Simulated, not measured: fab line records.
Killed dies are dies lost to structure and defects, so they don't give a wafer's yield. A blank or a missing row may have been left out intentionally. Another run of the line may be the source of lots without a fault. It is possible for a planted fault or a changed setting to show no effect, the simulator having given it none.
Chamber matching / flow sky130 / 3 sister chambers for SKY_VIA2_HDPCVD_00 on hdpcvd-01
The step deposits SiO2, target thk 1180 nm, time 196.7 s. 18 wafers are shown with their chamber, then 9 later ones without.

## WAFERS, EACH WITH ITS CHAMBER
wafer=L615.1; chamber=0; run length s (s)=224.6
wafer=L615.4; chamber=0; run length s (s)=224.3
wafer=L615.5; chamber=2; run length s (s)=223.9
wafer=L617.4; chamber=2; run length s (s)=223.9
wafer=L617.5; chamber=0; run length s (s)=224.6
wafer=L617.6; chamber=1; run length s (s)=225.1
wafer=L621.1; chamber=0; run length s (s)=224.6
wafer=L621.2; chamber=2; run length s (s)=224.1
wafer=L621.5; chamber=1; run length s (s)=224.5
wafer=L622.1; chamber=0; run length s (s)=224.4
wafer=L622.2; chamber=2; run length s (s)=224.2
wafer=L622.6; chamber=1; run length s (s)=224.4
wafer=L624.5; chamber=1; run length s (s)=224.4
wafer=L625.3; chamber=1; run length s (s)=224.4
wafer=L625.5; chamber=2; run length s (s)=223.8
wafer=L634.1; chamber=1; run length s (s)=224.9
wafer=L634.2; chamber=2; run length s (s)=224.2
wafer=L634.5; chamber=2; run length s (s)=223.8

SIGNATURES, as means of the wafers listed above
reading=run length s; chamber 0=224.500; chamber 1=224.617; chamber 2=223.986; scatter within a chamber=0.222
Rule: for a wafer and a chamber, the distance is found by dividing, reading by reading, the gap between the wafer's reading and the chamber's mean by the reading's scatter, squaring, summing and taking the root. If the next closest chamber is less than 2 further off than the closest, the wafer can't be placed; otherwise it belongs to the closest. The scatter: take each reading less its chamber's mean, square it, sum over the shown wafers, divide by the number of wafers less the number of chambers, and take the root.

## WAFERS MISSING THEIR CHAMBER
wafer=L633.2; run length s (s)=224.0
wafer=L633.4; run length s (s)=224.3
wafer=L633.5; run length s (s)=224.3
wafer=L636.2; run length s (s)=223.9
wafer=L636.3; run length s (s)=224.6
wafer=L636.6; run length s (s)=224.5
wafer=L638.1; run length s (s)=224.5
wafer=L638.3; run length s (s)=224.7
wafer=L638.6; run length s (s)=224.9

## CHAMBER TAKEN BY EACH
wafer=L633.2; from the rows above=2; in truth=2
wafer=L633.4; from the rows above=can't be placed: 0 or 2 or 1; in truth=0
wafer=L633.5; from the rows above=can't be placed: 0 or 2 or 1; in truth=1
wafer=L636.2; from the rows above=2; in truth=2
wafer=L636.3; from the rows above=can't be placed: 1 or 0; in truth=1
wafer=L636.6; from the rows above=can't be placed: 0 or 1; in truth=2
wafer=L638.1; from the rows above=can't be placed: 0 or 1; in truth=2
wafer=L638.3; from the rows above=can't be placed: 1 or 0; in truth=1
wafer=L638.6; from the rows above=can't be placed: 1 or 0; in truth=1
Correct placement for 2 of the 9. Not placeable from these rows: 7 (in 5, the candidates include the true chamber). Wrongly placed: 0.
